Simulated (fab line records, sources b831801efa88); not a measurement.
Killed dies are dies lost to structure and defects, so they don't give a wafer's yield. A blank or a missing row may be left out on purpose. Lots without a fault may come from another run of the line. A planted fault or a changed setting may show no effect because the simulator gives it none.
fab line records | flow sfq_line
record lots=14 wafers=42 last_day=92
route steps=325 shown I2@103 M4@158 I4@163
lots that met no fault: from a run of the same line without faults
start_h: hours from the record's first day to the start of the lot's first wafer shown | wait_h: hours since the lot's step before | " the same as in the row above | L1.1+2: a row that stands for several wafers | - no value, or no start given | * or withheld: withheld | < > ~ a bound
route shown NAME@n: a module of which the file shows steps, and the number in the route of the first | usual: mean/standard deviation of fault-free wafers | same: alike in all rows | chamber/n: place in a boat | sites: the reading at each site | _std_site: their standard deviation | _edge_site: outer sites' mean less inner sites' | radius_mm: how far each site lies from the wafer's centre | mask NAME#n: copy n | behind: the tool/chamber that last shaped the wafer | hold: why the lot was held/for how many hours/how that ended | device: the transistor (n, p or np) that didn't switch | end of line: the same wafers' tests at the end of the route | a step without rows: its recipe alone | killed: dies lost to structure and defects at the first sort, not the wafer's yield | map: a wafer's dies, x killed, . not, _ none there
set.NAME: the setting as run; set.NAME@STEP: as run at that earlier step | model.NAME: the simulator's own value behind a step, which no gauge read
steps of the route over a sample of lots; a table a step, a row a wafer
services: from which hour (start_h, from the record's first day; less than 0 if before it) a tool's chamber was out of use, for how many hours, and why
## steps
# step SFQ_TRILAYER_I2_DEP_PECVD_063
# recipe material=SiO2 temp_c=150 time_s=111.11 pressure_torr=2.4 rf_w=183.3 precursor=SiH4/N2O target_thk_nm=500
# usual heater_power_outer_w=28/6.9 heater_power_w=79/14 rf_fwd_power_W=182.1/0.58 throttle_valve_pct=24.0/0.9
# columns lot.wafer tool chamber start_h wait_h heater_power_outer_w heater_power_w rf_fwd_power_W throttle_valve_pct
L680.4 pecvd-03 0 751.71 0.0 28 88 182.0 24.3
L680.5 " 2 " " 28 83 182.0 25.6
L680.6 " 1 " " 37 94 181.5 24.5
L681.1 pecvd-04 2 755.27 0.0 23 70 182.0 23.1
L681.2 " 1 " " 24 76 181.9 22.8
L681.5 " 2 " " 23 72 181.0 23.1
L682.1 pecvd-03 2 758.87 0.0 27 80 182.1 25.5
L682.3 " 1 " " 34 92 181.9 24.5
L682.4 " 0 " " 33 96 182.4 24.2
L683.1 pecvd-04 2 761.27 0.0 22 70 182.3 23.1
L683.2 " 0 " " 26 68 182.3 24.1
L683.5 " 0 " " 16 54 182.2 23.9
L684.1 pecvd-04 0 790.09 0.0 17 56 182.3 24.2
L684.4 " 1 " " 32 86 181.2 23.0
L684.5 " 2 " " 18 67 181.7 22.9
L685.2 pecvd-04 1 801.00 0.0 34 90 182.0 23.0
L685.4 " 0 " " 24 65 182.1 24.3
L685.5 " 2 " " 14 60 181.4 23.2
L686.1 pecvd-02 0 803.40 0.0 35 85 183.1 24.8
L686.3 " 1 " " 22 60 182.1 23.9
L686.5 " 1 " " 24 63 182.2 23.6
L687.1 pecvd-04 2 815.52 0.0 20 69 181.1 23.2
L687.2 " 0 " " 22 61 182.4 24.5
L687.4 " 0 " " 23 63 182.2 24.3
L688.2 pecvd-03 2 826.50 0.0 28 85 182.1 25.8
L688.4 " 2 " " 31 86 181.3 25.7
L688.5 " 0 " " 28 90 183.0 23.9
L694.2 pecvd-02 1 892.15 0.0 23 60 182.2 24.1
L694.3 " 2 " " 28 74 182.7 23.2
L694.5 " 2 " " 18 58 181.5 23.4
L695.1 pecvd-03 2 898.15 0.0 32 91 183.1 25.4
L695.3 " 1 " " 30 83 180.9 24.2
L695.5 " 2 " " 34 89 182.1 25.7
L698.3 pecvd-02 1 944.16 0.0 20 60 182.5 24.1
L698.4 " 0 " " 32 82 181.4 25.0
L698.5 " 1 " " 22 61 183.1 24.2
L700.3 pecvd-04 1 1073.05 0.0 34 89 181.9 23.9
L700.4 " 1 " " 22 73 181.6 24.1
L700.6 " 2 " " 18 64 181.4 23.4
L702.1 pecvd-03 2 1089.85 0.0 45 107 181.1 23.8
L702.2 " 0 " " 42 111 183.5 22.1
L702.6 " 2 " " 46 111 181.3 23.7
# step SFQ_M4_OVL_MEAS_926
# usual M4_OVL=1/6.8
# columns lot.wafer tool chamber start_h wait_h M4_OVL[nm]
L680.4 overlay-01 - 1328.51 0.1 4
L680.5 " - " " 0
L680.6 " - " " 1
L681.1 overlay-02 - 1336.82 0.1 8
L681.2 " - " " -6
L681.5 " - " " 1
L682.1 overlay-02 - 1344.02 0.1 3
L682.3 " - " " 5
L682.4 " - " " -8
L683.1 overlay-01 - 1350.02 0.1 -2
L683.2 " - " " 5
L683.5 " - " " 1
L684.1 overlay-02 - 1365.62 0.1 -7
L684.4 " - " " -3
L684.5 " - " " -9
L685.2 overlay-01 - 1374.02 0.1 -13
L685.4 " - " " -13
L685.5 " - " " -5
L686.1 overlay-01 - 1376.42 0.1 3
L686.3 " - " " 1
L686.5 " - " " -6
L687.1 overlay-02 - 1381.22 0.1 18
L687.2 " - " " 9
L687.4 " - " " 8
L688.2 overlay-01 - 1390.82 0.1 -8
L688.4 " - " " -6
L688.5 " - " " 1
L694.2 overlay-01 - 1447.00 0.1 8
L694.3 " - " " 8
L694.5 " - " " -2
L695.1 overlay-02 - 1452.99 0.1 1
L695.3 " - " " 6
L695.5 " - " " 4
L698.3 overlay-01 - 1471.00 0.1 -8
L698.4 " - " " 1
L698.5 " - " " -8
L700.3 overlay-01 - 1480.60 0.1 7
L700.4 " - " " -1
L700.6 " - " " -1
L702.1 overlay-01 - 1492.59 0.1 1
L702.2 " - " " 7
L702.6 " - " " 9
# step SFQ_TRILAYER_M4_BARC_OPEN_METAL_ETCH_123
# recipe mask_material=PR chemistry=O2 target_depth_nm=125 target=BARC icp_w=600 bias_w=80 pressure_mtorr=10 time_s=41.7
# usual drypump_motor_current_A=5.8/0.41 he_backside_leak_sccm=3.4/0.37 oes_product_au=0.684/0.0047 rf_fwd_power_W=592/3.2 run_length_s=70.9/0.97
# columns lot.wafer tool chamber start_h wait_h drypump_motor_current_A he_backside_leak_sccm oes_product_au rf_fwd_power_W rf_hours_counter_h run_length_s
L680.4 rie_metal-02 0 1328.55 0.0 5.6 3.6 0.683 592 - 70.1
L680.5 " 1 " " 6.3 3.1 0.689 589 - 70.8
L680.6 " 0 " " 5.6 3.7 0.679 593 - 70.5
L681.1 rie_metal-02 1 1336.85 0.0 6.3 3.3 0.688 590 99 71.0
L681.2 " 0 " " 5.5 3.5 0.679 590 79 70.5
L681.5 " 1 " " 6.3 3.3 0.685 590 - 70.4
L682.1 rie_metal-01 1 1344.05 0.0 6.0 3.2 0.685 592 16 70.6
L682.3 " 0 " " 5.3 3.2 0.686 594 - 70.5
L682.4 " 1 " " 6.0 3.5 0.682 593 - 70.8
L683.1 rie_metal-01 1 1350.05 0.0 6.0 3.3 0.683 593 17 70.5
L683.2 " 0 " " 5.3 4.0 0.688 596 12 70.4
L683.5 " 1 " " 6.0 3.4 0.673 591 - 70.4
L684.1 rie_metal-02 0 1365.65 0.0 5.5 3.6 0.687 588 83 70.4
L684.4 " 1 " " 6.3 3.3 0.686 587 - 70.7
L684.5 " 1 " " 6.3 3.4 0.691 587 - 71.0
L685.2 rie_metal-02 0 1374.05 0.0 5.5 3.5 0.686 587 84 70.1
L685.4 " 1 " " 6.3 3.3 0.685 587 - 71.4
L685.5 " 0 " " 5.5 3.6 0.693 588 - 70.1
L686.1 rie_metal-02 0 1376.45 0.0 5.5 3.5 0.680 588 85 70.6
L686.3 " 0 " " 5.5 3.6 0.678 591 - 70.8
L686.5 " 0 " " 5.5 3.6 0.682 588 - 70.0
L687.1 rie_metal-01 0 1381.25 0.0 5.3 3.0 0.673 597 16 70.6
L687.2 " 1 " " 6.0 3.0 0.678 593 21 70.9
L687.4 " 1 " " 6.0 3.1 0.683 590 - 70.6
L688.2 rie_metal-02 0 1390.85 0.0 5.5 3.6 0.688 591 87 70.4
L688.4 " 0 " " 5.5 3.6 0.691 589 - 70.4
L688.5 " 0 " " 5.5 3.6 0.685 591 - 70.7
L694.2 rie_metal-02 0 1447.03 0.0 5.5 3.5 0.657 587 94 73.4
L694.3 " 1 " " 6.3 3.2 0.690 588 - 70.5
L694.5 " 0 " " 5.6 3.5 0.664 584 - 73.2
L695.1 rie_metal-02 0 1453.03 0.0 5.5 3.5 0.679 592 95 73.1
L695.3 " 0 " " 5.5 3.6 0.692 590 - 73.1
L695.5 " 0 " " 5.5 3.7 0.665 587 - 76.1
L698.3 rie_metal-01 1 1471.05 0.0 6.0 3.2 0.682 596 - 70.8
L698.4 " 0 " " 5.3 3.3 0.688 594 - 70.5
L698.5 " 0 " " 5.3 3.0 0.690 595 - 70.6
L700.3 rie_metal-01 0 1480.65 0.0 5.3 3.2 0.683 595 - 70.5
L700.4 " 1 " " 6.0 3.1 0.679 593 - 71.0
L700.6 " 0 " " 5.3 3.2 0.683 594 - 70.6
L702.1 rie_metal-01 0 1492.63 0.0 5.3 3.2 0.690 597 30 70.5
L702.2 " 1 " " 6.0 3.2 0.685 590 35 70.5
L702.6 " 1 " " 6.0 3.4 0.692 592 - 71.3
# step SFQ_TRILAYER_I4_DEP_PECVD_099
# recipe material=SiO2 temp_c=150 time_s=111.11 pressure_torr=2.4 rf_w=183.3 precursor=SiH4/N2O target_thk_nm=500
# usual heater_power_outer_w=25/5 heater_power_w=74/9.1 rf_fwd_power_W=182.3/0.62 throttle_valve_pct=24.6/1.6
# columns lot.wafer tool chamber start_h wait_h heater_power_outer_w heater_power_w rf_fwd_power_W throttle_valve_pct
L680.4 pecvd-04 1 1329.54 0.0 22 75 182.6 25.1
L680.5 " 2 " " 23 73 182.3 24.0
L680.6 " 0 " " 26 69 182.8 28.0
L681.1 pecvd-02 2 1337.83 0.0 26 72 181.8 23.8
L681.2 " 1 " " 24 66 182.0 24.5
L681.5 " 0 " " 32 80 181.0 25.9
L682.1 pecvd-01 0 1345.01 0.0 22 69 183.3 23.5
L682.3 " 2 " " 24 86 182.0 23.5
L682.4 " 1 " " 28 72 182.2 22.3
L683.1 pecvd-04 1 1351.01 0.0 34 88 182.5 25.0
L683.2 " 2 " " 16 63 181.8 23.7
L683.5 " 0 " " 26 69 182.3 27.8
L684.1 pecvd-02 0 1366.61 0.0 37 88 183.2 25.9
L684.4 " 0 " " 26 74 181.9 25.5
L684.5 " 0 " " 29 77 181.4 25.8
L685.2 pecvd-01 0 1375.01 0.0 32 86 181.7 23.5
L685.4 " 1 " " 27 73 182.6 22.5
L685.5 " 2 " " 23 82 182.2 23.8
L686.1 pecvd-02 2 1377.41 0.0 21 64 181.5 23.8
L686.3 " 0 " " 36 88 181.0 26.0
L686.5 " 2 " " 22 67 181.3 23.7
L687.1 pecvd-04 1 1382.21 0.0 26 80 181.6 24.9
L687.2 " 2 " " 20 67 181.5 23.8
L687.4 " 1 " " 30 83 182.7 25.1
L688.2 pecvd-02 2 1391.81 0.0 24 69 181.6 23.8
L688.4 " 2 " " 26 71 181.0 23.9
L688.5 " 0 " " 32 79 182.7 25.8
L694.2 pecvd-01 1 1447.99 0.0 29 77 182.4 22.8
L694.3 " 2 " " 26 87 182.1 24.1
L694.5 " 2 " " 26 89 182.7 24.2
L695.1 pecvd-04 1 1454.25 0.0 29 83 182.4 25.5
L695.3 " 0 " " 26 67 183.0 28.7
L695.5 " 2 " " 19 67 181.7 24.1
L698.3 pecvd-01 1 1471.99 0.0 30 75 182.8 23.1
L698.4 " 2 " " 26 87 182.1 24.2
L698.5 " 1 " " 30 77 182.4 22.8
L700.3 pecvd-01 2 1481.59 0.0 27 88 181.9 24.3
L700.4 " 1 " " 25 69 183.7 23.1
L700.6 " 0 " " 30 81 183.0 23.6
L702.1 pecvd-04 2 1493.59 0.0 20 67 182.2 24.3
L702.2 " 0 " " 16 57 182.9 29.0
L702.6 " 2 " " 22 69 181.7 24.0
## services
# columns tool chamber start_h hours kind
rie_metal-02 - 783.36 0.5 repair
pecvd-04 2 802.87 3.9 repair
pecvd-02 - 897.60 1.2 repair
pecvd-02 1 953.00 3.8 repair
pecvd-02 - 955.07 2.8 pm
rie_metal-02 0 978.11 22.8 repair
pecvd-04 - 989.92 6.0 pm
pecvd-02 - 990.14 28.1 pm
rie_metal-02 - 1036.35 2.0 repair
pecvd-02 2 1043.70 12.5 repair
pecvd-04 1 1109.52 1.7 repair
pecvd-02 1 1184.18 68.9 repair
rie_metal-02 1 1188.84 15.4 repair
pecvd-04 - 1230.07 4.3 pm
pecvd-04 1 1236.89 1.9 repair
pecvd-04 - 1273.25 0.4 repair
rie_metal-02 - 1281.98 1.4 pm
rie_metal-02 - 1292.12 1.8 repair
pecvd-04 - 1398.46 1.5 repair
pecvd-04 0 1410.59 18.4 repair
pecvd-04 - 1440.44 5.5 pm
pecvd-04 1 1446.01 3.7 repair
rie_metal-02 - 1451.27 0.7 repair
pecvd-04 - 1480.84 0.8 repair
## key
first_sign step=SFQ_TRILAYER_M4_BARC_OPEN_METAL_ETCH_123 reading=oes_product_au direction=down sigmas=4.6 usual=0.684 struck=0.662
effect step=SFQ_TRILAYER_M4_BARC_OPEN_METAL_ETCH_123 reading=run_length_s direction=up sigmas=3.4 usual=* struck=*
met_at SFQ_TRILAYER_M4_BARC_OPEN_METAL_ETCH_123
struck_lots L694,L695
struck_wafers L694.2,L694.5,L695.5
not_acting_at SFQ_TRILAYER_I2_DEP_PECVD_063,SFQ_M4_OVL_MEAS_926,SFQ_TRILAYER_I4_DEP_PECVD_099
onset_between 1390.85 1447.03
fault kind=process_parameter_drift tool=rie_metal-02 chamber=- onset_h=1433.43 steps=SFQ_TRILAYER_M4_BARC_OPEN_METAL_ETCH_123 channel=time_s offset=* shape=step end_h=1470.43 scope=struck_wafers_only acts_in=* stated=*
